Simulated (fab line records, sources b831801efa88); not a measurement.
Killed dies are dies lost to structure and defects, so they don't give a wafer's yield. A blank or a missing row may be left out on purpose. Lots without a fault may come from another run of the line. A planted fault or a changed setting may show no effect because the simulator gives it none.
fab line records | flow sky130
record lots=6 wafers=18 last_day=50
route steps=708 shown LDD_N@238 PAD_OPEN@708
lots that met no fault: from a run of the same line without faults
start_h: hours from the record's first day to the start of the lot's first wafer shown | wait_h: hours since the lot's step before | " the same as in the row above | L1.1+2: a row that stands for several wafers | - no value, or no start given | * or withheld: withheld | < > ~ a bound
route shown NAME@n: a module of which the file shows steps, and the number in the route of the first | usual: mean/standard deviation of fault-free wafers | same: alike in all rows | chamber/n: place in a boat | sites: the reading at each site | _std_site: their standard deviation | _edge_site: outer sites' mean less inner sites' | radius_mm: how far each site lies from the wafer's centre | mask NAME#n: copy n | behind: the tool/chamber that last shaped the wafer | hold: why the lot was held/for how many hours/how that ended | device: the transistor (n, p or np) that didn't switch | end of line: the same wafers' tests at the end of the route | a step without rows: its recipe alone | killed: dies lost to structure and defects at the first sort, not the wafer's yield | map: a wafer's dies, x killed, . not, _ none there
set.NAME: the setting as run; set.NAME@STEP: as run at that earlier step | model.NAME: the simulator's own value behind a step, which no gauge read
lots at some steps of the route; a table a step, a row a wafer
services: from which hour (start_h, from the record's first day; less than 0 if before it) a tool's chamber was out of use, for how many hours, and why
## steps
# step SKY_LDD_N_HMDS_01
# recipe prime_time_s=60 prime_temp_c=120
# step SKY_LDD_N_COAT_02
# recipe resist=NOVOLAK spin_rpm=3000 resist_thk_nm=300
# step SKY_LDD_N_SOFTBAKE_03
# recipe temp_c=90 time_s=60 resist=NOVOLAK
# step SKY_LDD_N_EXPOSE_04
# recipe mask_id=NTM target_cd_nm=840 na=0.6 source_shape=conventional sigma_outer=0.6 dose_mj=110
# step SKY_LDD_N_PEB_05
# recipe temp_c=withheld time_s=* resist=NOVOLAK
# step SKY_LDD_N_DEVELOP_06
# recipe develop_time_s=60 dev_temp_c=23
# step SKY_LDD_N_OVL_MEAS_07
# usual LDD_N_OVL=-0.7/1.4
# columns lot.wafer tool chamber start_h wait_h LDD_N_OVL[nm]
L535.2 overlay-02 - 438.56 0.1 1.3
L535.4 " - " " -0.4
L535.5 " - " " 1.3
L539.3 overlay-01 - 471.79 0.1 1.2
L539.5 " - " " 0.7
L539.6 " - " " -0.3
L540.2 overlay-02 - 481.38 0.1 -3.3
L540.5 " - " " -2.6
L540.6 " - " " -2.2
L547.1 overlay-01 - 546.91 0.1 -2.1
L547.4 " - " " -3.9
L547.5 " - " " -1.5
L551.1 overlay-02 - 574.46 0.1 -0.6
L551.3 " - " " -1.4
L551.6 " - " " 0.0
L554.2 overlay-02 - 601.74 0.1 -0.4
L554.3 " - " " -1.6
L554.6 " - " " -0.7
# step SKY_LDD_N_IMPLANT_08
# recipe species=As energy_kev=20 dose_cm2=7.37e+13 tilt_deg=withheld rotation_deg=23
# step SKY_LDD_N_IMPLANT_09
# recipe species=As energy_kev=20 dose_cm2=7.5e+13 tilt_deg=withheld rotation_deg=113
# step SKY_LDD_N_IMPLANT_10
# recipe species=As energy_kev=20 dose_cm2=7.5e+13 tilt_deg=withheld rotation_deg=203
# step SKY_LDD_N_IMPLANT_11
# recipe species=As energy_kev=20 dose_cm2=7.5e+13 tilt_deg=withheld rotation_deg=293
# step SKY_LDD_N_IMPLANT_12
# recipe species=BF2 energy_kev=50 dose_cm2=5e+12 tilt_deg=30 rotation_deg=0
# step SKY_LDD_N_IMPLANT_13
# recipe species=BF2 energy_kev=50 dose_cm2=5e+12 tilt_deg=30 rotation_deg=90
# usual dose_ions_cm2=5.002e+12/4.9e+09 end_station_pressure_torr=5e-06/2.8e-07 faraday_current_uA=28.2/0.61
# columns lot.wafer tool chamber start_h wait_h dose_ions_cm2 end_station_pressure_torr faraday_current_uA
L535.2 implanter-01 0 439.37 0.1 5.005e+12 4.83e-06 28.4
L535.4 " 0 " " 5.003e+12 4.27e-06 28.9
L535.5 " 0 " " 5e+12 5.08e-06 28.2
L539.3 implanter-01 0 472.61 0.1 2.07e+12 5.47e-06 11.3
L539.5 " 0 " " 2.083e+12 4.71e-06 12.0
L539.6 " 0 " " 2.077e+12 4.73e-06 11.5
L540.2 implanter-01 0 482.19 0.1 2.063e+12 5.15e-06 11.5
L540.5 " 0 " " 2.076e+12 5.16e-06 11.8
L540.6 " 0 " " 2.07e+12 5.13e-06 12.0
L547.1 implanter-02 0 547.69 0.1 5.01e+12 4.89e-06 28.5
L547.4 " 0 " " 4.998e+12 4.89e-06 29.7
L547.5 " 0 " " 5e+12 5.08e-06 27.6
L551.1 implanter-03 0 575.24 0.1 5e+12 4.94e-06 28.1
L551.3 " 0 " " 4.998e+12 4.96e-06 28.2
L551.6 " 0 " " 4.999e+12 5.62e-06 28.7
L554.2 implanter-02 0 602.55 0.1 5.004e+12 4.86e-06 28.6
L554.3 " 0 " " 5.004e+12 5.03e-06 28.0
L554.6 " 0 " " 5.013e+12 4.75e-06 28.1
# step SKY_LDD_N_IMPLANT_14
# recipe species=BF2 energy_kev=50 dose_cm2=5e+12 tilt_deg=30 rotation_deg=180
# step SKY_PAD_OPEN_PROBE_99
# usual killed_at_M0_to_M3=43/6.6 killed_at_M4_up=3.4/1.8 killed_at_contacts=24/4.9 killed_at_front_end=15/4.1 killed_at_other=0.3/0.55 killed_dies=85/8.8 killed_open=46/6.1 killed_short=39/5.7
# same gross_dies=492 killed_at_back_side=0
# columns lot.wafer tool chamber start_h wait_h killed_at_M0_to_M3 killed_at_M4_up killed_at_contacts killed_at_front_end killed_at_other killed_dies killed_open killed_short model.etest.tip_n.rs_ohm_sq model.etest.nfet_01v8_lvt.vt_sat_v model.etest.nfet_01v8_turned.vt_v model.etest.nfet_01v8_swapped.vt_sat_v model.etest.nfet_01v8.vt_sat_v model.etest.nfet_01v8_lvt.vt_v model.etest.nfet_01v8_swapped.vt_v model.etest.nfet_01v8.vt_v
L535.2 prober-02 - 1102.06 0.1 42 5 28 16 0 91 52 39 442.9 0.5285 0.6945 0.6464 0.6446 0.6076 0.6997 0.6998
L535.4 prober-02 - 1102.16 0.2 44 1 23 12 0 80 49 31 442.1 0.5315 0.6968 0.6433 0.6417 0.6085 0.6973 0.6975
L535.5 prober-02 - 1102.21 0.2 46 3 19 16 1 85 46 39 451.1 0.5175 0.6926 0.6408 0.6351 0.601 0.6943 0.6942
L539.3 prober-02 - 1124.96 0.2 40 3 17 15 0 75 36 39 435.6 0.5077 0.6831 0.6334 0.6305 0.5945 0.69 0.6897
L539.5 prober-02 - 1125.06 0.2 43 5 23 11 0 82 52 30 433 0.5121 0.6805 0.6372 0.6265 0.5977 0.6902 0.6898
L539.6 prober-02 - 1125.11 0.2 43 5 20 13 2 83 46 37 435.3 0.5089 0.6852 0.6347 0.6311 0.5992 0.6908 0.6903
L540.2 prober-01 - 1131.55 0.1 37 4 20 19 0 80 50 30 439 0.5078 0.677 0.6261 0.62 0.5938 0.682 0.6816
L540.5 prober-01 - 1131.70 0.2 37 4 26 14 0 81 42 39 438.1 0.5026 0.6828 0.6273 0.6223 0.5966 0.6863 0.6855
L540.6 prober-01 - 1131.75 0.2 38 6 24 17 1 86 45 41 436.3 0.5056 0.6769 0.623 0.6249 0.5891 0.6795 0.6794
L547.1 prober-02 - 1167.93 0.1 45 6 14 13 0 78 36 42 444.6 0.5309 0.7058 0.651 0.6558 0.61 0.7078 0.708
L547.4 prober-02 - 1168.08 0.2 36 3 26 16 0 81 43 38 442.6 0.5444 0.7129 0.6626 0.6571 0.6258 0.7128 0.7123
L547.5 prober-02 - 1168.13 0.2 44 2 26 14 0 86 42 44 443.9 0.5347 0.7046 0.6544 0.6545 0.6123 0.7072 0.7069
L551.1 prober-02 - 1185.01 0.1 33 5 21 20 0 79 42 37 448.1 0.5452 0.7091 0.6567 0.6589 0.6221 0.7075 0.7072
L551.3 prober-02 - 1185.11 0.2 35 3 26 14 0 78 39 39 443.8 0.5505 0.7154 0.6591 0.663 0.6207 0.7126 0.7126
L551.6 prober-02 - 1185.26 0.2 43 2 23 10 1 79 46 33 444.3 0.5425 0.7069 0.6565 0.6579 0.6159 0.7067 0.7066
L554.2 prober-01 - 1199.71 0.1 37 3 26 24 0 90 47 43 444.1 0.5405 0.6976 0.6498 0.6491 0.6121 0.6997 0.6997
L554.3 prober-01 - 1199.76 0.2 39 3 28 16 1 87 46 41 439.3 0.5265 0.6971 0.6432 0.6384 0.6069 0.6964 0.6958
L554.6 prober-01 - 1199.91 0.2 39 1 32 10 0 82 38 44 442 0.5303 0.7003 0.6464 0.6416 0.607 0.699 0.6989
# killed by level:class
L535.2 VIA1:geometric_particle:open=12 LI_CONTACT:geometric_particle:open=9 CONTACT:geometric_particle:open=8 VIA1:geometric_particle:short=6 CONTACT:geometric_particle:short=6 VIA2:geometric_particle:open=6 FIELD_ISO:geometric_particle:short=5 POLY_GATE:geometric_particle:open=4
L535.4 LI_CONTACT:geometric_particle:open=10 CONTACT:geometric_particle:open=8 VIA1:geometric_particle:open=8 VIA2:geometric_particle:open=7 METAL1:geometric_particle:short=5 METAL2:geometric_particle:short=5 VIA1:geometric_particle:short=5 FIELD_ISO:geometric_particle:open=3
L535.5 VIA2:geometric_particle:open=12 VIA1:geometric_particle:open=10 METAL2:geometric_particle:short=7 CONTACT:geometric_particle:open=6 POLY_GATE:geometric_particle:open=4 VIA2:geometric_particle:short=4 LI_CONTACT:geometric_particle:open=4 LOCAL_INTERCONNECT:geometric_particle:short=4
L539.3 VIA3:geometric_particle:open=9 CONTACT:geometric_particle:open=7 LI_CONTACT:geometric_particle:open=6 METAL2:geometric_particle:short=6 FIELD_ISO:geometric_particle:short=5 VIA2:geometric_particle:open=5 VIA2:geometric_particle:short=5 POLY_GATE:geometric_particle:short=4
L539.5 VIA1:geometric_particle:open=14 VIA3:geometric_particle:open=10 LI_CONTACT:geometric_particle:open=9 LOCAL_INTERCONNECT:geometric_particle:short=6 METAL1:geometric_particle:short=4 VIA2:geometric_particle:open=4 METAL3:geometric_particle:short=4 FIELD_ISO:geometric_particle:open=3
L539.6 VIA1:geometric_particle:open=9 VIA2:geometric_particle:open=9 LI_CONTACT:geometric_particle:open=6 METAL2:geometric_particle:short=6 VIA3:geometric_particle:open=6 CONTACT:geometric_particle:short=5 LOCAL_INTERCONNECT:geometric_particle:short=4 VIA1:geometric_particle:short=4
L540.2 VIA1:geometric_particle:open=14 CONTACT:geometric_particle:open=10 POLY_GATE:geometric_particle:open=5 LOCAL_INTERCONNECT:geometric_particle:short=5 VIA3:geometric_particle:open=5 FIELD_ISO:geometric_particle:short=4 LI_CONTACT:geometric_particle:open=4 VIA1:geometric_particle:short=4
L540.5 CONTACT:geometric_particle:open=9 VIA3:geometric_particle:open=7 FIELD_ISO:geometric_particle:short=6 METAL1:geometric_particle:short=6 VIA2:geometric_particle:open=6 VIA1:geometric_particle:open=5 POLY_GATE:geometric_particle:open=4 LI_CONTACT:geometric_particle:open=4
L540.6 VIA1:geometric_particle:open=10 METAL1:geometric_particle:short=8 CONTACT:geometric_particle:open=8 VIA3:geometric_particle:open=6 POLY_GATE:geometric_particle:open=5 POLY_GATE:geometric_particle:short=5 LOCAL_INTERCONNECT:geometric_particle:short=5 CONTACT:geometric_particle:short=5
L547.1 METAL1:geometric_particle:short=9 METAL2:geometric_particle:short=6 VIA1:geometric_particle:open=6 VIA1:geometric_particle:short=6 VIA2:geometric_particle:open=6 POLY_GATE:geometric_particle:short=5 LI_CONTACT:geometric_particle:open=4 CONTACT:geometric_particle:open=4
L547.4 CONTACT:geometric_particle:open=10 VIA1:geometric_particle:open=7 POLY_GATE:geometric_particle:open=6 LI_CONTACT:geometric_particle:open=5 VIA2:geometric_particle:open=5 LI_CONTACT:geometric_particle:short=4 CONTACT:geometric_particle:short=4 METAL1:geometric_particle:short=4
L547.5 LI_CONTACT:geometric_particle:open=11 METAL1:geometric_particle:short=8 VIA3:geometric_particle:open=7 POLY_GATE:geometric_particle:open=6 LOCAL_INTERCONNECT:geometric_particle:short=6 VIA1:geometric_particle:short=6 VIA2:geometric_particle:open=6 VIA1:geometric_particle:open=4
L551.1 VIA1:geometric_particle:open=11 LI_CONTACT:geometric_particle:open=6 POLY_GATE:geometric_particle:short=5 POLY_GATE:geometric_particle:open=5 LOCAL_INTERCONNECT:geometric_particle:short=5 CONTACT:geometric_particle:open=5 FIELD_ISO:geometric_particle:open=4 CONTACT:geometric_particle:short=4
L551.3 LI_CONTACT:geometric_particle:open=8 VIA1:geometric_particle:open=8 FIELD_ISO:geometric_particle:short=6 CONTACT:geometric_particle:open=5 VIA1:geometric_particle:short=5 LI_CONTACT:geometric_particle:short=4 LOCAL_INTERCONNECT:geometric_particle:short=4 CONTACT:geometric_particle:short=4
L551.6 VIA1:geometric_particle:open=11 CONTACT:geometric_particle:open=10 METAL2:geometric_particle:short=7 FIELD_ISO:geometric_particle:open=6 LI_CONTACT:geometric_particle:open=6 VIA2:geometric_particle:open=5 VIA1:geometric_particle:short=4 LOCAL_INTERCONNECT:geometric_particle:short=4
L554.2 CONTACT:geometric_particle:open=9 VIA3:geometric_particle:open=7 VIA1:geometric_particle:open=7 FIELD_ISO:geometric_particle:short=6 POLY_GATE:geometric_particle:short=6 VIA2:geometric_particle:open=6 FIELD_ISO:geometric_particle:open=5 POLY_GATE:geometric_particle:open=5
L554.3 VIA2:geometric_particle:open=12 LI_CONTACT:geometric_particle:open=10 VIA1:geometric_particle:open=7 FIELD_ISO:geometric_particle:short=6 LOCAL_INTERCONNECT:geometric_particle:short=6 METAL1:geometric_particle:short=5 CONTACT:geometric_particle:open=5 VIA1:geometric_particle:short=5
L554.6 CONTACT:geometric_particle:open=8 VIA1:geometric_particle:open=7 LI_CONTACT:geometric_particle:short=6 LOCAL_INTERCONNECT:geometric_particle:short=6 CONTACT:geometric_particle:short=6 METAL1:geometric_particle:short=6 LI_CONTACT:geometric_particle:open=5 METAL2:geometric_particle:short=5
## services
# columns tool chamber start_h hours kind
implanter-03 - 431.58 5.6 pm
implanter-01 - 435.99 2.4 repair
implanter-03 - 462.92 3.6 pm
implanter-02 - 472.04 24.0 pm
implanter-02 - 505.51 2.9 repair
implanter-01 - 530.21 5.2 repair
implanter-02 - 544.04 1.8 repair
## key
first_sign step=SKY_LDD_N_IMPLANT_13 reading=dose_ions_cm2 direction=down sigmas=99+ usual=* struck=*
effect step=SKY_LDD_N_IMPLANT_13 reading=faraday_current_uA direction=down sigmas=27 usual=28.2 struck=11.7
model_effect step=SKY_PAD_OPEN_PROBE_99 value=etest.tip_n.rs_ohm_sq without=442.4 struck=436.2
met_at SKY_LDD_N_IMPLANT_13
struck_wafers L539.3,L539.5,L539.6,L540.2,L540.5,L540.6
tester_left_out L539,L540
onset_between 439.37 472.61
fault kind=process_parameter_drift tool=implanter-01 chamber=- onset_h=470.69 steps=SKY_LDD_N_IMPLANT_13 channel=dose_cm2 offset=* shape=step end_h=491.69 acts_in=* stated=*
# tester_left_out: of these lots the tester's yield and bins aren't shown, on N5 and GAA mostly nor the transistor test; their killed dies are dies lost to structure and defects alone, not to doping, threshold or leakage, so they don't give the yield
